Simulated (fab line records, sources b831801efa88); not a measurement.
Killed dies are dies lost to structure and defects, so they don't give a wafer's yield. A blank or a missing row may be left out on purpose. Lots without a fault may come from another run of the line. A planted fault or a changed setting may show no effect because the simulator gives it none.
Which tool did it? | flow sky130 | 12 lots, 36 wafers sampled, at 3 steps of a route of 708

WHAT THE GAUGES READ, wafer by wafer
SKY_FIELD_ISO_THK_MEAS_04. Usual: FIELD_ISO_CVD_03_THK 165.2 nm, standard deviation 1.5.
lot  | measured    | on            | FIELD_ISO_CVD_03_THK (nm) | flag
L923 | day 1 16:56 | film_metro-03 | 164.0 163.6 163.2         |
L924 | day 1 22:47 | film_metro-03 | 164.4 166.1 165.7         |
L930 | day 3 04:19 | film_metro-02 | 169.6 170.9 168.4         |
L932 | day 3 12:50 | film_metro-04 | 163.8 163.8 164.2         |
L933 | day 3 17:29 | film_metro-03 | 166.5 165.6 166.2         |
L936 | day 4 07:14 | film_metro-03 | 164.8 164.0 164.6         |
L937 | day 4 11:29 | film_metro-04 | 164.1 165.5 164.5         |
L939 | day 4 23:16 | film_metro-04 | 163.1 163.9 162.7         |
L942 | day 5 12:29 | film_metro-03 | 165.8 163.7 163.7         |
L943 | day 5 17:30 | film_metro-04 | 166.4 165.4 166.2         |
L944 | day 5 23:37 | film_metro-04 | 166.3 164.0 163.5         |
L945 | day 6 04:34 | film_metro-04 | 165.8 164.4 164.9         |

SKY_NWELL_RS_MEAS_31: measures by four-point-probe. Usual: PWDE_RS 5271 ohm/sq, standard deviation 16.
lot  | measured     | on            | PWDE_RS (ohm/sq) | flag
L923 | day 5 14:07  | film_metro-02 | 5249 5261 5256   |
L924 | day 6 00:53  | film_metro-01 | 5256 5304 5289   |
L930 | day 7 10:58  | film_metro-03 | 5281 5287 5267   |
L932 | day 7 21:34  | film_metro-03 | 5135 5126 5116   | OFF
L933 | day 8 03:34  | film_metro-01 | 5098 5092 5100   | OFF
L936 | day 8 19:42  | film_metro-01 | 5270 5252 5266   |
L937 | day 9 02:15  | film_metro-03 | 5261 5289 5279   |
L939 | day 9 17:35  | film_metro-01 | 5304 5278 5291   |
L942 | day 10 09:46 | film_metro-03 | 5294 5288 5293   |
L943 | day 10 14:18 | film_metro-01 | 5242 5250 5253   |
L944 | day 11 03:42 | film_metro-03 | 5272 5293 5281   |
L945 | day 11 04:38 | film_metro-03 | 5263 5294 5285   |

WHICH TOOL RAN EACH LOT (tool, then ch and the chambers of the sampled wafers, then the start)
lot  | SKY_PWDE_IMPLANT_08
L923 | implanter-03 ch 0, day 4 00:13
L924 | implanter-04 ch 0, day 4 09:32
L930 | implanter-01 ch 0, day 5 17:24
L932 | implanter-03 ch 0, day 6 02:41
L933 | implanter-03 ch 0, day 6 08:56
L936 | implanter-04 ch 0, day 6 22:31
L937 | implanter-04 ch 0, day 7 05:01
L939 | implanter-04 ch 0, day 7 18:36
L942 | implanter-01 ch 0, day 8 10:23
L943 | implanter-04 ch 0, day 8 14:48
L944 | implanter-04 ch 0, day 9 05:02
L945 | implanter-01 ch 0, day 9 05:30
- SKY_PWDE_IMPLANT_08

WHAT THE TOOLS THEMSELVES READ (means of the sampled wafers that have a number; where no wafer has one, the mark that the record gives instead)
SKY_PWDE_IMPLANT_08. Usual: dose_ions_cm2 3.6e+12, standard deviation 4.4e+09.
lot  | tool         | dose_ions_cm2 | flag
L923 | implanter-03 | 3.6e+12       |
L924 | implanter-04 | 3.6e+12       |
L930 | implanter-01 | 3.6e+12       |
L932 | implanter-03 | 3.7e+12       | OFF
L933 | implanter-03 | 3.7e+12       | OFF
L936 | implanter-04 | 3.6e+12       |
L937 | implanter-04 | 3.6e+12       |
L939 | implanter-04 | 3.6e+12       |
L942 | implanter-01 | 3.6e+12       |
L943 | implanter-04 | 3.6e+12       |
L944 | implanter-04 | 3.6e+12       |
L945 | implanter-01 | 3.6e+12       |

THE ANSWER, worked out from the rows above alone
Rule: a lot is off if the mean of its wafers that have a number lies more than 3 standard deviations from the usual mean. A lot without any number at a reading at which 4 lots or more have one is off too. The other lots that the step has rows for count as sound. The gauges are gone through in route order, then the tools' own readings, and for those a lot's mean is taken as printed above. The first step at which some lot is off is used, and at that step the reading that is off furthest; a lot without a number counts as furthest.
Off: L932, L933, at SKY_NWELL_RS_MEAS_31 (PWDE_RS).
A tool fits if, at a process step before that reading, it ran every lot that is off, and no sound lot after the first of them. The gauges at SKY_NWELL_RS_MEAS_31 aren't tried: what is off there is off at SKY_PWDE_IMPLANT_08 too, on other tools, and a gauge's error can't cause that. One fits: implanter-03 at SKY_PWDE_IMPLANT_08. Its last sound lot is L923 (day 4 00:13), its first lot that is off L932 (day 6 02:41): a fault that began between those two fits.
The tool's own readings at SKY_PWDE_IMPLANT_08 bear it out: on the lots that are off they differ by more than 5 times the standard deviation of the sound lots' means. dose_ions_cm2 reads 3.7e+12 there against 3.6e+12 on the sound lots.

WHAT THE SIMULATOR HAD PUT IN
Process parameter drift: implanter-03, from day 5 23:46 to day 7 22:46, at SKY_PWDE_IMPLANT_08. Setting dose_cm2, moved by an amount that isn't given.
Lots struck among those shown: L932, L933. The rule above found the same.
